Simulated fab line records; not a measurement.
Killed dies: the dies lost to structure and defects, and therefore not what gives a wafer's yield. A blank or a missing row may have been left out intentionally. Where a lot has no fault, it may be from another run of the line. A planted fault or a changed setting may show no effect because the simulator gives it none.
2 desks looking at one fault / flow sky130 / each desk has only its own numbers; what lay behind them comes last

== DESK OF THE TOOL OWNER: implanter-01 ==
The tool's own readings at SKY_LDD_N_IMPLANT_08: means of the sampled wafers that have a number, for each lot that ran on this tool. Any lot whose mean is over 4 standard deviations away from the usual mean is out of limits and marked OUT; that distance is given in the brackets.
Columns: A = beam on s at SKY_LDD_N_IMPLANT_08, usual 9.97 s; B = end station pressure torr at SKY_LDD_N_IMPLANT_08, usual 5.33e-06 Torr; C = faraday current uA at SKY_LDD_N_IMPLANT_08, usual 424
lot=L643; first seen here=day 18 17:07; A=9.82; B=5.39e-06; C=430
lot=L645; first seen here=day 19 14:02; A=11.78 (+8.6) OUT; B=8.39e-05 (+99 or more) OUT; C=356 (-8.0) OUT
lot=L646; first seen here=day 19 22:52; A=11.54 (+7.5) OUT; B=8.40e-05 (+99 or more) OUT; C=364 (-7.1) OUT
lot=L653; first seen here=day 22 13:31; A=10.08; B=5.03e-06; C=418
lot=L655; first seen here=day 23 02:37; A=9.98; B=5.30e-06; C=424
lot=L659; first seen here=day 26 09:40; A=9.96; B=5.57e-06; C=424
lot=L658; first seen here=day 26 12:05; A=9.84; B=5.26e-06; C=430
This desk's verdict: out of limits on L645, L646, starting with L645 at day 19 14:02 (beam on s at SKY_LDD_N_IMPLANT_08). Within limits: L643, L653, L655, L659, L658.

== AT THE METROLOGY DESK ==
What the gauges read, lot by lot, whatever tool the lot ran on: means of the sampled wafers that have a number. Any lot whose mean is over 4 standard deviations away from the usual mean is out of limits and marked OUT; that distance is given in the brackets.
Columns: A = GATE_OXIDE_TW at SKY_GATE_OXIDE_TW_MEAS_14, usual 222.8; B = LDD_P_OVL at SKY_LDD_P_OVL_MEAS_08, usual -0.2 nm
lot=L639; first seen here=day 13 15:56; A=222.8; B=-0.9
lot=L640; first seen here=day 13 21:09; A=222.8; B=1.5
lot=L643; first seen here=day 14 17:25; A=223.0; B=0.2
lot=L645; first seen here=day 15 11:46; A=223.1; B=-0.2
lot=L646; first seen here=day 15 20:53; A=222.8; B=1.8
lot=L651; first seen here=day 17 17:59; A=222.7; B=0.8
lot=L653; first seen here=day 18 09:52; A=223.0; B=-0.5
lot=L655; first seen here=day 19 01:35; A=223.8; B=0.6
lot=L656; first seen here=day 19 16:58; A=221.8; B=-0.7
lot=L657; first seen here=day 20 03:30; A=222.8; B=-1.2
lot=L659; first seen here=day 22 08:50; A=224.1; B=0.8
lot=L658; first seen here=day 22 13:10; A=223.5; B=0.6
lot=L661; first seen here=day 22 14:25; A=222.2; B=0.3
This desk found nothing out of limits on any of the 13 lots.

== BROUGHT TOGETHER ==
On L645, L646, at day 19 14:02, an alarm was possible from the tool owner's desk.
Metrology desk: nothing out of limits seen.
The metrology desk holds a record of L645, L646, inside its limits.
Of the lots named, all ran SKY_LDD_N_IMPLANT_08 on implanter-01.

== WHAT THE SIMULATOR HAD PUT IN ==
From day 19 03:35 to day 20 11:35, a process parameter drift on implanter-01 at SKY_LDD_N_IMPLANT_08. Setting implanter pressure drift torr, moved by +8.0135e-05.
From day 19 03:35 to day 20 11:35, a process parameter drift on implanter-01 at SKY_LDD_N_IMPLANT_08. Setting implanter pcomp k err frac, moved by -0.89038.
Lots struck among those shown: L645, L646.
Delay in hours, fault start to first out-of-limits reading, by desk: the tool owner's desk at 10.
